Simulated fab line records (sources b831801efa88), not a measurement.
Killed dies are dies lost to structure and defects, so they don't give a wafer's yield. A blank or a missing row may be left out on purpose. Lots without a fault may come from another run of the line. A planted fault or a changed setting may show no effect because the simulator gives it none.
Which tool was responsible? | flow gf180mcu | Sampling: 12 lots, 36 wafers, 6 of 602 route steps

## WHAT THE GAUGES READ, wafer by wafer
GF_VT_IMPLANT_RS_MEAS_46: a four-point-probe measurement.
lot  | measured     | on            | MVSD_RS (ohm/sq)
L499 | day 7 18:46  | film_metro-02 | 456.1 456.8 456.4
L500 | day 8 00:13  | film_metro-04 | 454.8 455.8 455.7
L501 | day 8 07:31  | film_metro-04 | 457.4 456.9 456.9
L502 | day 8 19:49  | film_metro-02 | 455.9 456.9 456.7
L504 | day 9 06:43  | film_metro-02 | 454.8 455.3 455.6
L506 | day 9 17:27  | film_metro-04 | 453.2 455.0 453.8
L507 | day 10 01:55 | film_metro-01 | 457.9 457.3 456.2
L512 | day 11 12:46 | film_metro-04 | 456.4 456.6 455.3
L514 | day 12 05:17 | film_metro-04 | 457.8 455.9 457.1
L516 | day 12 14:37 | film_metro-04 | 454.8 454.0 454.9
L519 | day 13 11:13 | film_metro-01 | 456.5 456.0 455.7
L521 | day 14 01:11 | film_metro-02 | 458.3 457.1 458.2

GF_HV_LDD_CD_MEAS_19 targets a cd of 400 nm.
lot  | measured     | on        | cd_nm (nm)
L499 | day 11 01:38 | cd_sem-01 | 398.4 400.0 399.0
L500 | day 11 04:56 | cd_sem-02 | 397.8 398.6 399.6
L501 | day 11 16:37 | cd_sem-01 | 399.0 400.3 399.3
L502 | day 12 05:48 | cd_sem-02 | 397.2 399.9 400.1
L504 | day 12 21:49 | cd_sem-01 | 398.2 402.5 401.8
L506 | day 13 05:54 | cd_sem-02 | 401.0 402.8 401.6
L507 | day 13 16:43 | cd_sem-01 | 402.2 400.3 400.6
L512 | day 15 05:46 | cd_sem-01 | 400.3 400.6 399.7
L514 | day 16 04:50 | cd_sem-02 | 401.0 400.5 399.4
L516 | day 16 08:49 | cd_sem-02 | 399.3 400.7 398.2
L519 | day 17 11:03 | cd_sem-01 | 398.2 399.7 400.7
L521 | day 18 03:35 | cd_sem-02 | 400.4 400.8 400.6

GF_HV_LDD_OVL_MEAS_32.
lot  | measured     | on         | HV_LDD_02_OVL (nm)
L499 | day 11 21:33 | overlay-02 | 0.0 1.7 1.3
L500 | day 11 23:26 | overlay-02 | -0.6 -0.9 -2.0
L501 | day 12 12:29 | overlay-01 | -2.3 0.3 -0.4
L502 | day 13 02:05 | overlay-02 | 1.1 -0.2 0.0
L504 | day 13 17:59 | overlay-02 | 1.9 0.0 1.0
L506 | day 14 02:56 | overlay-02 | -2.9 -0.7 -1.6
L507 | day 14 13:28 | overlay-02 | -1.4 -1.9 -1.3
L512 | day 16 04:02 | overlay-02 | 1.1 2.7 0.8
L514 | day 17 04:08 | overlay-01 | 0.8 2.9 -0.5
L516 | day 17 08:01 | overlay-01 | 0.8 1.3 1.1
L519 | day 18 11:05 | overlay-01 | 1.1 1.1 1.1
L521 | day 19 03:57 | overlay-02 | -5.7 -0.8 -1.9

GF_PSD_RS_MEAS_14: a four-point-probe measurement.
lot  | measured     | on            | NSD_RS (ohm/sq)
L499 | day 14 15:38 | film_metro-03 | 46.14 46.11 46.10
L500 | day 14 16:14 | film_metro-03 | 45.95 46.13 46.03
L501 | day 15 06:54 | film_metro-03 | 46.15 46.24 46.12
L502 | day 15 21:45 | film_metro-03 | 46.13 46.11 46.03
L504 | day 16 16:43 | film_metro-03 | 46.10 46.18 46.28
L506 | day 16 23:39 | film_metro-01 | 46.11 46.15 46.00
L507 | day 17 12:49 | film_metro-03 | 46.04 46.06 46.21
L512 | day 19 08:42 | film_metro-03 | 40.82 40.84 40.78
L514 | day 20 09:41 | film_metro-04 | 46.11 46.25 46.05
L516 | day 20 15:15 | film_metro-04 | 40.67 40.64 40.65
L519 | day 21 15:36 | film_metro-01 | 46.14 46.13 46.10
L521 | day 22 08:28 | film_metro-01 | 40.80 40.79 40.86

## EACH LOT AND THE TOOL THAT RAN IT (in order: tool; ch and the chambers of the sampled wafers; start)
lot  | GF_NSD_IMPLANT_10               | GF_NSD_STRIP_11
L499 | implanter-04 ch 0, day 13 18:26 | plasma_asher-01 ch 0,1, day 13 18:34
L500 | implanter-02 ch 0, day 13 18:57 | plasma_asher-01 ch 0,1, day 13 19:05
L501 | implanter-04 ch 0, day 14 09:17 | plasma_asher-01 ch 0,1, day 14 09:26
L502 | implanter-02 ch 0, day 14 23:35 | plasma_asher-02 ch 0,1, day 14 23:44
L504 | implanter-02 ch 0, day 15 17:51 | plasma_asher-02 ch 0,1, day 15 17:59
L506 | implanter-04 ch 0, day 16 00:37 | plasma_asher-01 ch 1, day 16 00:46
L507 | implanter-04 ch 0, day 16 13:23 | plasma_asher-04 ch 0,1, day 16 13:32
L512 | implanter-04 ch 0, day 18 08:07 | plasma_asher-02 ch 0,1, day 18 08:38
L514 | implanter-02 ch 0, day 19 08:11 | plasma_asher-02 ch 1, day 19 08:19
L516 | implanter-04 ch 0, day 19 14:24 | plasma_asher-01 ch 1, day 19 14:50
L519 | implanter-01 ch 0, day 20 15:08 | plasma_asher-04 ch 0,1, day 20 15:17
L521 | implanter-02 ch 0, day 21 08:03 | plasma_asher-02 ch 0,1, day 21 08:29
- GF_NSD_IMPLANT_10
- GF_NSD_STRIP_11: strips in O2/N2.

## WHAT THE TOOLS THEMSELVES READ (means of the sampled wafers that have a number; where no wafer has one, the mark that the record gives instead)
GF_NSD_IMPLANT_10.
lot  | tool         | dose_ions_cm2
L499 | implanter-04 | 5e+14
L500 | implanter-02 | 5e+14
L501 | implanter-04 | 5e+14
L502 | implanter-02 | 5e+14
L504 | implanter-02 | 5e+14
L506 | implanter-04 | 5e+14
L507 | implanter-04 | 5e+14
L512 | implanter-04 | 5e+14
L514 | implanter-02 | 5e+14
L516 | implanter-04 | 5e+14
L519 | implanter-01 | 5e+14
L521 | implanter-02 | 5e+14

GF_NSD_STRIP_11.
lot  | tool            | drypump_motor_current_A (A) | heater_power_w (W) | oes_product_au (a.u.) | strip_time_to_endpoint_s (s)
L499 | plasma_asher-01 | 5.8                         | 330                | 0.487                 | 22.92
L500 | plasma_asher-01 | 6.1                         | 340                | 0.489                 | 22.95
L501 | plasma_asher-01 | 6.1                         | 337                | 0.481                 | 22.92
L502 | plasma_asher-02 | 5.7                         | 298                | 0.488                 | 22.96
L504 | plasma_asher-02 | 5.7                         | 301                | 0.486                 | 22.95
L506 | plasma_asher-01 | 6.3                         | 336                | 0.491                 | 23.03
L507 | plasma_asher-04 | 5.5                         | 314                | 0.489                 | 22.97
L512 | plasma_asher-02 | 5.7                         | 298                | 0.477                 | 23.46
L514 | plasma_asher-02 | 5.5                         | 295                | 0.487                 | 22.94
L516 | plasma_asher-01 | 6.3                         | 336                | 0.481                 | 23.45
L519 | plasma_asher-04 | 5.5                         | 313                | 0.485                 | 22.97
L521 | plasma_asher-02 | 5.9                         | 289                | 0.488                 | 23.50

## THE ANSWER, worked out from the rows above alone
Rule: the usual values come from the lots themselves. The widest of any qualifying gaps counts: lots, ordered by their means at a reading, are off when they make up no more than a third of the lots, leave a main group of 4 or more, and stand apart from it by 3 or more times the standard deviation of that group's means. The tables above print the reading to a certain number of digits; a main group whose means all agree to those digits is not used. Also off: a lot with no number at a reading for which 4 or more lots have one. Where the step has rows for the other lots, those lots are counted as sound. After the gauges, taken in route order, come the tools' own readings; for these a lot's mean is taken, as printed above. The first step at which some lot is off is used, and at that step the reading that is off furthest; a lot without a number counts as furthest.
Off: L512, L516, L521, at GF_PSD_RS_MEAS_14 (NSD_RS). The main group: mean 46.12 ohm/sq, standard deviation 0.043.
If a tool, at a process step before that reading, ran all the lots that are off and no sound lot after the first of them, it fits. Not tried: the gauges at GF_PSD_RS_MEAS_14; whatever is off there is also off at GF_NSD_STRIP_11, on other tools, and gauge error can't account for it. None of those tried fits.

## WHAT THE SIMULATOR HAD PUT IN
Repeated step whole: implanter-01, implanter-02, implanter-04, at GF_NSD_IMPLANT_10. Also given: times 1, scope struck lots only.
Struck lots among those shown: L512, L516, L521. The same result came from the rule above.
